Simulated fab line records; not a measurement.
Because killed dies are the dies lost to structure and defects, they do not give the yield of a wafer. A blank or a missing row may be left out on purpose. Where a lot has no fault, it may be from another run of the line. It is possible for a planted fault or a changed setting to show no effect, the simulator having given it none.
Chamber matching    flow sky130    4 sister chambers for SKY_LI_CONTACT_ETCH_15 on rie diel-04
The step etches PSG in C4F8/O2/Ar, stops on Si, target depth 600 nm. 8 wafers are shown with their chamber, then 11 later ones without.

== WAFERS PAIRED WITH THEIR CHAMBERS ==
wafer   chamber  oes product au (a.u.)
L081.5  3        0.830
L082.4  2        0.837
L082.5  1        0.836
L082.6  0        0.838
L084.1  3        0.839
L084.2  1        0.833
L084.3  0        0.836
L084.4  2        0.839

== WAFERS WITHOUT THEIR CHAMBER ==
wafer   oes product au (a.u.)
L084.5  0.835
L084.6  0.835
L090.1  0.841
L090.5  0.839
L090.6  0.832
L095.1  0.836
L095.2  0.839
L095.3  0.840
L095.4  0.833
L095.5  0.841
L095.6  0.835

== THE CHAMBER EACH PASSED THROUGH ==
wafer   from the rows above                in truth
L084.5  can't be placed: 1 or 3 or 0 or 2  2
L084.6  can't be placed: 1 or 3 or 0 or 2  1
L090.1  can't be placed: 2 or 0 or 1 or 3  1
L090.5  can't be placed: 2 or 0 or 1 or 3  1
L090.6  can't be placed: 1 or 3 or 0 or 2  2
L095.1  can't be placed: 0 or 1 or 3 or 2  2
L095.2  can't be placed: 2 or 0 or 1 or 3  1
L095.3  can't be placed: 2 or 0 or 1 or 3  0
L095.4  can't be placed: 1 or 3 or 0 or 2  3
L095.5  can't be placed: 2 or 0 or 1 or 3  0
L095.6  can't be placed: 1 or 3 or 0 or 2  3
Correctly placed: 0 of 11. Not placeable from these rows: 11 (in 11, the candidates include the true chamber). Number placed wrongly: 0.
How it was worked out, from the rows above alone: a wafer's distance from a chamber is the root of the sum, over the readings, of the square of ((its reading less the chamber's mean) divided by the reading's scatter). If the next closest chamber is less than 2 further off than the closest, the wafer can't be placed; otherwise it belongs to the closest. Each chamber's mean is taken over the wafers shown for it. How the scatter is found: for the shown wafers, subtract from each reading the mean of its chamber, square and add these, divide the total by (wafers less chambers), then take the root.
